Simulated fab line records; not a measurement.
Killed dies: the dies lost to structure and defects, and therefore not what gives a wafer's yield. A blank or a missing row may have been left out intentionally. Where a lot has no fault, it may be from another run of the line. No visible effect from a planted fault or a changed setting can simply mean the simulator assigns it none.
One fault seen from 2 desks / flow gf180mcu / numbers are kept per desk, each desk with only its own; the story behind them comes last

## DESK OF THE TOOL OWNER: pvd sputter-04
The tool's own readings at GF_M2_SPUTTER_02 (material AlCu, target thk 450 nm, time 23.9 s): means of the sampled wafers that have a number, for each lot that ran on this tool. Any lot whose mean is over 4 standard deviations away from the usual mean is out of limits and marked OUT; that distance is given in the brackets.
Columns: A = cathode dc power W at GF_M2_SPUTTER_02, usual 10600 W; B = throttle valve pct at GF_M2_SPUTTER_02, usual 29.5 %
lot=L511; first seen here=day 19 10:17; A=10598; B=29.8
lot=L513; first seen here=day 20 05:44; A=13720 (+99 or more) OUT; B=28.5
lot=L517; first seen here=day 21 12:17; A=13722 (+99 or more) OUT; B=28.8
lot=L526; first seen here=day 24 20:19; A=10599; B=28.9
lot=L530; first seen here=day 26 01:49; A=10599; B=29.4
This desk finds L513, L517 out of limits, L513 being first, at day 20 05:44 (cathode dc power W at GF_M2_SPUTTER_02). In limits: L511, L526, L530.

## METROLOGY DESK
What the gauges read, lot by lot, whatever tool the lot ran on: means of the sampled wafers that have a number. Any lot whose mean is over 4 standard deviations away from the usual mean is out of limits and marked OUT; that distance is given in the brackets.
Columns: A = V1_W_THK at GF_V1_THK_MEAS_25, usual 336 nm; B = M2_ALCU_RS at GF_M2_RS_MEAS_05, usual 0.0692 ohm/sq; C = M2_ALCU_THK at GF_M2_THK_MEAS_06, usual 448 nm; D = M2_OVL at GF_M2_OVL_MEAS_15, usual -2 nm
lot=L510; first seen here=day 18 23:01; A=338; B=0.0705; C=438; D=-5
lot=L511; first seen here=day 19 09:49; A=330; B=0.0700; C=444; D=-7
lot=L513; first seen here=day 20 05:15; A=330; B=0.0529 (-19) OUT; C=587 (+23) OUT; D=-4
lot=L517; first seen here=day 21 11:47; A=334; B=0.0532 (-19) OUT; C=581 (+22) OUT; D=-0
lot=L524; first seen here=day 24 03:21; A=338; B=0.0698; C=448; D=-5
lot=L525; first seen here=day 24 09:32; A=339; B=0.0690; C=449; D=4
lot=L526; first seen here=day 24 19:51; A=341; B=0.0681; C=459; D=-2
lot=L527; first seen here=day 25 07:56; A=344; B=0.0696; C=443; D=-6
lot=L528; first seen here=day 25 10:05; A=335; B=0.0698; C=446; D=2
lot=L530; first seen here=day 26 01:20; A=337; B=0.0691; C=446; D=-2
lot=L531; first seen here=day 26 03:02; A=334; B=0.0689; C=453; D=2
This desk's finding: out of limits on L513, L517; first on L513, day 20 05:50 (M2_ALCU_RS at GF_M2_RS_MEAS_05). In limits: L510, L511, L524, L525, L526, L527, L528, L530, L531.

## TAKEN TOGETHER
An alarm could have come from the tool owner's desk at day 20 05:44, on L513, L517.
The metrology desk could have raised an alarm at day 20 05:50, on L513, L517.
Every lot named ran GF_M2_SPUTTER_02 on pvd sputter-04.

## WHAT THE SIMULATOR PUT IN
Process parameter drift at GF_M2_SPUTTER_02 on pvd sputter-04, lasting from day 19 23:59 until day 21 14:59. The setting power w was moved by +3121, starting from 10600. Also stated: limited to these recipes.
Shown lots that were struck: L513, L517.
Delay (hours) between the fault's onset and each desk's first out-of-limits reading: 6 at the tool owner's desk, 6 at the metrology desk.
